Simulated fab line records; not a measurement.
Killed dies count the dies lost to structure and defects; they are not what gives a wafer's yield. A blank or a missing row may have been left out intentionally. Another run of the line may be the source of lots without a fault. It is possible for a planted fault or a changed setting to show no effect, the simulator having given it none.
Which tool did it?	flow sky130	32 wafers from 11 lots sampled at 3 of the route's 708 steps

WHAT THE GAUGES SHOWED, per wafer
SKY_CONTACT_THK_MEAS_01.
lot	measured	on	CONTACT_CVD_00_THK (nm)
L932	day 31 18:36	film metro-02	75.9 76.0 75.9
L935	day 32 07:05	film metro-04	76.9 76.0 77.1
L938	day 33 08:11	film metro-04	74.4 73.3 75.3
L939	day 33 16:34	film metro-02	75.1 76.4
L942	day 34 03:01	film metro-04	73.0 75.0 76.0
L943	day 34 20:46	film metro-04	76.3 77.9 76.3
L944	day 35 08:20	film metro-02	75.3 76.0 77.1
L945	day 35 14:20	film metro-04	60.1 76.0 76.6 60.2 76.0 76.6
L946	day 35 18:32	film metro-04	60.6 76.6 62.1 60.6 76.5 62.0
L947	day 35 20:20	film metro-01	73.9 74.9 76.5
L948	day 36 06:52	film metro-02	74.8 74.4 74.7

EACH LOT AND THE TOOL THAT RAN IT (in order: tool; ch and the chambers of the sampled wafers; start)
lot	SKY_LI_CONTACT_SPUTTER_19	SKY_CONTACT_CVD_00
L932	pvd sputter-02, day 30 12:47	pecvd-03 ch 0,1,2, day 31 18:33
L935	pvd sputter-03, day 31 01:34	pecvd-03 ch 1,2, day 32 07:02
L938	pvd sputter-02, day 32 00:44	pecvd-01 ch 1,2, day 33 08:08
L939	pvd sputter-02, day 32 11:43	pecvd-04 ch 0,1, day 33 16:31
L942	pvd sputter-03, day 32 22:43	pecvd-03 ch 0,2, day 34 02:57
L943	pvd sputter-02, day 33 15:47	pecvd-03 ch 0,1,2, day 34 20:43
L944	pvd sputter-03, day 34 04:11	pecvd-03 ch 1,2, day 35 08:18
L945	pvd sputter-01, day 34 10:17	pecvd-03 ch 0,1,2, day 35 14:18
L946	pvd sputter-01, day 34 14:26	pecvd-03 ch 0,2, day 35 18:29
L947	pvd sputter-02, day 34 15:40	pecvd-01 ch 0,2, day 35 20:17
L948	pvd sputter-01, day 35 02:11	pecvd-04 ch 0,2, day 36 06:49
- SKY_LI_CONTACT_SPUTTER_19: material Ti, target thk 20 nm, time 106.37 s.
- SKY_CONTACT_CVD_00: deposits Si3N4, target thk 75 nm.

THE ANSWER, worked out from the rows above alone
Rule: usual is defined by the lots themselves. Put in order of their means at a reading, lots are off if they are a third of the lots or fewer, leave a main group of 4 or more, and stand apart from it by a gap of 3 or more times the standard deviation of the main group's means; of several such gaps the widest counts. The tables above print the reading to a certain number of digits; a main group whose means all agree to those digits is not used. A lot without any number at a reading at which 4 lots or more have one is off too. Any other lot the step has rows for is counted as sound.
Off: L945, L946, seen at SKY_CONTACT_THK_MEAS_01 (CONTACT_CVD_00_THK). The main group has a mean of 75.6 nm with a standard deviation of 0.86.
A tool fits if, at a process step before that reading, it ran every lot that is off, and no sound lot after the first of them. Those tools and the gauges at SKY_CONTACT_THK_MEAS_01 are tried in the same way. Undecided on this evidence; 2 tools fit (pecvd-03 at SKY_CONTACT_CVD_00, film metro-04 at SKY_CONTACT_THK_MEAS_01).

WHAT HAD BEEN PUT IN BY THE SIMULATOR
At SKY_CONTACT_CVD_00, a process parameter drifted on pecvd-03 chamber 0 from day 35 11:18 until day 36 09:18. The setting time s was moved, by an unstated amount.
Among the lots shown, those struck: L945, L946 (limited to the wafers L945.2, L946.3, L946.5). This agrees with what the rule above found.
